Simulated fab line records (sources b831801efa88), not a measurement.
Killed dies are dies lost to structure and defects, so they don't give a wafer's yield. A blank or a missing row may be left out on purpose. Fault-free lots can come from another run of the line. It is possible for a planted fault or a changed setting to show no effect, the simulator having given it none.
Which tool is to blame? ; flow sfq-line ; Sampling: 14 lots, 42 wafers, 5 of 325 route steps

WHAT EACH GAUGE READ, for each wafer
No reading from a measuring or inspecting step in the record can be judged against a usual standard deviation.

TOOL THAT RAN EACH LOT (tool first, then ch and the chambers of the sampled wafers, then the start)
lot;SFQ_TRILAYER_L0_STRIP_STRIP_009;SFQ_TRILAYER_M0_LITHO_COAT_026;SFQ_TRILAYER_M0_BARC_OPEN_METAL_ETCH_031;SFQ_TRILAYER_M1_STRIP_STRIP_043;SFQ_TRILAYER_I1_VIA_STRIP_STRIP_053
L322;rie-metal-04 ch 0,1, day 4 11:37;litho-track-01 ch 0, day 8 00:43;rie-metal-04 ch 0,1, day 11 18:19;rie-metal-02 ch 0,1, day 22 08:59;rie-metal-02 ch 0,1, day 29 08:40
L323;rie-metal-02 ch 0,1, day 4 17:37;litho-track-04 ch 0, day 8 12:14;rie-metal-02 ch 1, day 12 03:55;rie-metal-04 ch 0,1, day 23 22:26;rie-metal-01 ch 0, day 30 16:46
L324;rie-metal-03 ch 0,1, day 5 02:01;litho-track-02 ch 0, day 8 23:02;rie-metal-02 ch 1, day 12 15:54;rie-metal-02 ch 0, day 24 13:01;rie-metal-03 ch 0,1, day 31 11:58
L325;rie-metal-04 ch 1, day 5 10:40;litho-track-01 ch 0, day 9 09:46;rie-metal-01 ch 0,1, day 13 01:38;rie-metal-03 ch 0,1, day 24 18:50;rie-metal-02 ch 0,1, day 31 15:34
L328;rie-metal-02 ch 0,1, day 6 11:26;litho-track-04 ch 0, day 10 03:53;rie-metal-01 ch 0,1, day 14 05:37;rie-metal-04 ch 1, day 26 11:49;rie-metal-02 ch 0,1, day 33 02:28
L329;rie-metal-03 ch 0,1, day 6 13:50;litho-track-02 ch 0, day 10 07:28;rie-metal-04 ch 0,1, day 14 11:37;rie-metal-04 ch 1, day 26 15:25;rie-metal-03 ch 0,1, day 33 03:40
L330;rie-metal-04 ch 0,1, day 6 16:14;litho-track-02 ch 0, day 10 12:59;rie-metal-04 ch 0,1, day 14 20:01;rie-metal-02 ch 0,1, day 27 01:23;rie-metal-01 ch 0, day 33 08:40
L331;rie-metal-04 ch 0,1, day 6 23:41;litho-track-04 ch 0, day 10 20:07;rie-metal-01 ch 0,1, day 15 05:37;rie-metal-02 ch 0,1, day 27 09:47;rie-metal-01 ch 0, day 33 13:28
L332;rie-metal-03 ch 0,1, day 7 03:02;litho-track-04 ch 0, day 10 22:31;rie-metal-02 ch 0,1, day 15 09:58;rie-metal-02 ch 0, day 27 12:11;rie-metal-02 ch 1, day 33 14:28
L333;rie-metal-02 ch 0,1, day 7 08:02;litho-track-04 ch 0, day 11 05:46;rie-metal-01 ch 0,1, day 15 19:35;rie-metal-02 ch 0,1, day 28 07:42;rie-metal-02 ch 0,1, day 33 21:52
L335;rie-metal-04 ch 0,1, day 7 17:26;litho-track-01 ch 0, day 11 13:28;rie-metal-02 ch 0,1, day 16 05:10;rie-metal-03 ch 0,1, day 28 20:42;rie-metal-03 ch 0,1, day 34 06:04
L336;rie-metal-04 ch 0,1, day 7 22:14;litho-track-01 ch 0, day 11 18:16;rie-metal-04 ch 0,1, day 16 08:46;rie-metal-02 ch 0,1, day 28 23:06;rie-metal-01 ch 0,1, day 34 07:16
L339;rie-metal-02 ch 0,1, day 8 19:33;litho-track-01 ch 0, day 12 13:27;rie-metal-02 ch 0,1, day 17 04:06;rie-metal-02 ch 0,1, day 29 23:28;rie-metal-02 ch 0,1, day 35 10:52
L344;rie-metal-02 ch 0,1, day 9 11:38;litho-track-02 ch 0, day 13 05:12;rie-metal-01 ch 0,1, day 17 22:13;rie-metal-02 ch 0,1, day 31 10:47;rie-metal-03 ch 0,1, day 37 13:32
- SFQ_TRILAYER_L0_STRIP_STRIP_009: strips in O2.
- SFQ_TRILAYER_M0_LITHO_COAT_026: resist thk 62 nm.
- SFQ_TRILAYER_M0_BARC_OPEN_METAL_ETCH_031: etches BARC in O2, target depth 125 nm, time 41.7 s.
- SFQ_TRILAYER_M1_STRIP_STRIP_043: strips in O2.
- SFQ_TRILAYER_I1_VIA_STRIP_STRIP_053: strips in O2.

AS READ BY THE TOOLS THEMSELVES (means over the sampled wafers that have a number; for cases with no such wafer, the mark the record gives instead)
SFQ_TRILAYER_L0_STRIP_STRIP_009. Usual: drypump-motor-current-A 5.7 A, standard deviation 0.42; oes-product-au 1.000 a.u., standard deviation 0.011; platen-temp-c 40.00 C, standard deviation 0.12.
lot;tool;drypump-motor-current-A (A);oes-product-au (a.u.);platen-temp-c (C);flag
L322;rie-metal-04;5.9;1.002;40.01;
L323;rie-metal-02;5.3;0.996;40.04;
L324;rie-metal-03;6.3;1.007;39.92;
L325;rie-metal-04;6.0;0.998;40.21;
L328;rie-metal-02;5.3;0.987;39.89;
L329;rie-metal-03;6.1;1.015;40.06;
L330;rie-metal-04;5.9;1.001;40.08;
L331;rie-metal-04;5.9;1.000;40.08;
L332;rie-metal-03;6.1;1.012;39.98;
L333;rie-metal-02;5.3;0.988;40.03;
L335;rie-metal-04;5.9;1.001;40.10;
L336;rie-metal-04;5.9;1.001;40.06;
L339;rie-metal-02;5.3;0.995;40.08;
L344;rie-metal-02;5.2;0.989;39.91;

SFQ_TRILAYER_M0_BARC_OPEN_METAL_ETCH_031. Usual: drypump-motor-current-A 5.7 A, standard deviation 0.33; oes-product-au 0.685 a.u., standard deviation 0.0051; rf-fwd-power-W 593.4 W, standard deviation 2.2.
lot;tool;drypump-motor-current-A (A);oes-product-au (a.u.);rf-fwd-power-W (W);flag
L322;rie-metal-04;5.9;0.687;594.3;
L323;rie-metal-02;5.4;0.687;592.4;
L324;rie-metal-02;5.4;0.684;591.2;
L325;rie-metal-01;6.1;0.685;595.2;
L328;rie-metal-01;6.1;0.684;593.9;
L329;rie-metal-04;5.9;0.684;595.4;
L330;rie-metal-04;5.9;0.684;593.9;
L331;rie-metal-01;6.1;0.691;592.3;
L332;rie-metal-02;5.2;0.688;593.7;
L333;rie-metal-01;6.0;0.684;591.1;
L335;rie-metal-02;5.3;0.685;594.7;
L336;rie-metal-04;5.9;0.619;592.1;OFF
L339;rie-metal-02;5.2;0.615;592.1;OFF
L344;rie-metal-01;6.0;0.688;595.0;

SFQ_TRILAYER_M1_STRIP_STRIP_043. Usual: drypump-motor-current-A 5.5 A, standard deviation 0.45; oes-product-au 0.996 a.u., standard deviation 0.01; platen-temp-c 40.00 C, standard deviation 0.11.
lot;tool;drypump-motor-current-A (A);oes-product-au (a.u.);platen-temp-c (C);flag
L322;rie-metal-02;5.3;0.987;39.90;
L323;rie-metal-04;5.9;1.004;39.93;
L324;rie-metal-02;5.1;0.985;40.14;
L325;rie-metal-03;6.1;1.013;39.89;
L328;rie-metal-04;6.0;0.995;39.93;
L329;rie-metal-04;6.0;1.003;40.14;
L330;rie-metal-02;5.3;0.982;40.04;
L331;rie-metal-02;5.2;0.997;40.03;
L332;rie-metal-02;5.1;0.990;40.01;
L333;rie-metal-02;5.3;0.991;39.97;
L335;rie-metal-03;6.3;1.011;39.88;
L336;rie-metal-02;5.3;0.992;40.09;
L339;rie-metal-02;5.3;0.997;40.09;
L344;rie-metal-02;5.3;0.995;39.93;

SFQ_TRILAYER_I1_VIA_STRIP_STRIP_053. Usual: drypump-motor-current-A 5.8 A, standard deviation 0.47; oes-product-au 0.999 a.u., standard deviation 0.0089; platen-temp-c 39.99 C, standard deviation 0.12.
lot;tool;drypump-motor-current-A (A);oes-product-au (a.u.);platen-temp-c (C);flag
L322;rie-metal-02;5.2;1.000;40.00;
L323;rie-metal-01;6.1;1.006;40.05;
L324;rie-metal-03;6.3;1.000;40.08;
L325;rie-metal-02;5.2;0.996;40.00;
L328;rie-metal-02;5.3;0.990;40.00;
L329;rie-metal-03;6.3;1.001;40.04;
L330;rie-metal-01;6.1;1.008;40.24;
L331;rie-metal-01;6.1;1.000;40.00;
L332;rie-metal-02;5.4;0.989;39.89;
L333;rie-metal-02;5.3;0.984;39.94;
L335;rie-metal-03;6.3;1.008;39.93;
L336;rie-metal-01;6.1;1.004;39.91;
L339;rie-metal-02;5.1;0.994;40.01;
L344;rie-metal-03;6.1;1.009;40.02;

THE ANSWER, worked out from the rows above alone
Rule: a lot is off if the mean of its wafers that have a number lies more than 3 standard deviations from the usual mean. A lot without any number at a reading at which 4 lots or more have one is off too. Where the step has rows for the other lots, those lots are counted as sound. After the gauges, taken in route order, come the tools' own readings; for these a lot's mean is taken, as printed above. The first step at which some lot is off is used, and at that step the reading that is off furthest; a lot without a number counts as furthest.
Off: L336, L339, at SFQ_TRILAYER_M0_BARC_OPEN_METAL_ETCH_031 (oes-product-au).
A tool fits if, at that step or a process step before it, it ran every lot that is off, and no sound lot after the first of them. One fits: litho-track-01 at SFQ_TRILAYER_M0_LITHO_COAT_026. A fault onset in the window from L335 (day 11 13:28, its last sound lot) to L336 (day 11 18:16, its first lot off) fits.

WHAT WAS PUT IN BY THE SIMULATOR
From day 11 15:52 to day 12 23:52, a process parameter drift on litho-track-01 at SFQ_TRILAYER_M0_LITHO_COAT_026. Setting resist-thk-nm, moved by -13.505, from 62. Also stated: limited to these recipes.
Lots struck among those shown: L336, L339. The same result came from the rule above.
